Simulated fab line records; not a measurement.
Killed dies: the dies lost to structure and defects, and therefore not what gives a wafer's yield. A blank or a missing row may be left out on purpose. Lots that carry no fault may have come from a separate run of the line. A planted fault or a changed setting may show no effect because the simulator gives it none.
2 desks, one fault	flow sky130	only its own numbers are on each desk; what lay behind them is given at the end

AT THE TOOL OWNER'S DESK: rie metal-03
The tool's own readings at SKY_METAL1_ETCH_18 (etches BARC in N2/H2, stops on SiO2, time 45.9 s, target depth 60 nm): means of the sampled wafers that have a number, for each lot that ran on this tool. Any lot whose mean is over 4 standard deviations away from the usual mean is out of limits and marked OUT; that distance is given in the brackets.
Columns: A = drypump motor current A at SKY_METAL1_ETCH_18, usual 6.01 A; B = h2 flow sccm at SKY_METAL1_ETCH_18, usual 199.9 sccm; C = oes product au at SKY_METAL1_ETCH_18, usual 0.854 a.u.; D = throttle valve pct at SKY_METAL1_ETCH_18, usual 13.224 %
lot	first seen here	A	B	C	D
L912	day 36 13:26	6.03	199.9	0.850	13.223
L911	day 36 15:19	5.85	200.5	0.853	13.223
L925	day 39 19:07	6.21	200.1	0.853	13.223
This desk found nothing out of limits on any of the 3 lots.

METROLOGY DESK
What the gauges read for every lot (on any tool): the sampled wafers with a number, averaged. Any lot whose mean is over 4 standard deviations away from the usual mean is out of limits and marked OUT; that distance is given in the brackets.
Columns: A = METAL1_ALCU_THK at SKY_METAL1_THK_MEAS_06, usual 251.1 nm; B = cd nm at SKY_METAL1_CD_MEAS_15, usual 140.2 nm; C = METAL1_OVL at SKY_METAL1_OVL_MEAS_16, usual 4 nm
lot	first seen here	A	B	C
L904	day 32 22:18	255.0	139.5	5
L912	day 35 11:06	247.8	138.8	4
L911	day 35 13:09	249.7	140.2	0
L918	day 36 19:29	252.9	139.9	1
L922	day 37 17:26	250.4	138.8	-2
L925	day 38 18:23	251.3	141.5	4
This desk found nothing out of limits on any of the 6 lots.

PUT TOGETHER
The tool owner's desk saw nothing out of limits.
From the metrology desk's view, nothing was out of limits.

WHAT THE SIMULATOR HAD PUT IN
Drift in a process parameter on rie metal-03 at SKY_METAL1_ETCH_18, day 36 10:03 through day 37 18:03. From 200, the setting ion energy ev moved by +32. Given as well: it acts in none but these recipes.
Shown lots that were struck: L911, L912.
